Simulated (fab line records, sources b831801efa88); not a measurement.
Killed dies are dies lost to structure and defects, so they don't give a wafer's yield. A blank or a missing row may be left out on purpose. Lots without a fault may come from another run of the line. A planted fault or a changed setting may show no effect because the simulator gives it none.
Which tool did it? | flow gf180mcu | 6 lots, 18 wafers sampled, at 2 steps of a route of 602

WHAT THE GAUGES READ, wafer by wafer
GF_STI_THK_MEAS_30.
lot  | measured    | on            | STI_OXIDATION_02_THK (nm)
L544 | day 2 20:17 | film_metro-01 | 9.85 9.88 10.09
L546 | day 3 03:09 | film_metro-04 | 10.03 10.11 10.10
L551 | day 4 00:55 | film_metro-02 | 10.03 10.08 9.94
L554 | day 4 17:53 | film_metro-01 | 9.71 9.93 9.91
L556 | day 5 01:52 | film_metro-01 | 9.91 9.98 9.90
L564 | day 6 18:08 | film_metro-02 | 9.97 9.98 9.94

WHICH TOOL RAN EACH LOT (tool, then ch and the chambers of the sampled wafers, then the start)
lot  | GF_STI_STRIP_15
L544 | plasma_asher-01 ch 0,1, day 2 07:55
L546 | plasma_asher-01 ch 0,1, day 2 16:35
L551 | plasma_asher-03 ch 0,1, day 3 19:55
L554 | plasma_asher-02 ch 0,1, day 4 10:53
L556 | plasma_asher-02 ch 0,1, day 4 20:55
L564 | plasma_asher-02 ch 0,1, day 6 13:52
- GF_STI_STRIP_15: strips in O2/N2.

THE ANSWER, worked out from the rows above alone
Rule: what is usual is taken from the lots themselves. Put in order of their means at a reading, lots are off if they are a third of the lots or fewer, leave a main group of 4 or more, and stand apart from it by a gap of 3 or more times the standard deviation of the main group's means; of several such gaps the widest counts. A main group whose means are all the same, to the digits that the tables above print for the reading, isn't used. A lot without any number at a reading at which 4 lots or more have one is off too. The other lots that the step has rows for count as sound.
No lot is off at any reading shown: from this, nothing can be told.

WHAT THE SIMULATOR HAD PUT IN
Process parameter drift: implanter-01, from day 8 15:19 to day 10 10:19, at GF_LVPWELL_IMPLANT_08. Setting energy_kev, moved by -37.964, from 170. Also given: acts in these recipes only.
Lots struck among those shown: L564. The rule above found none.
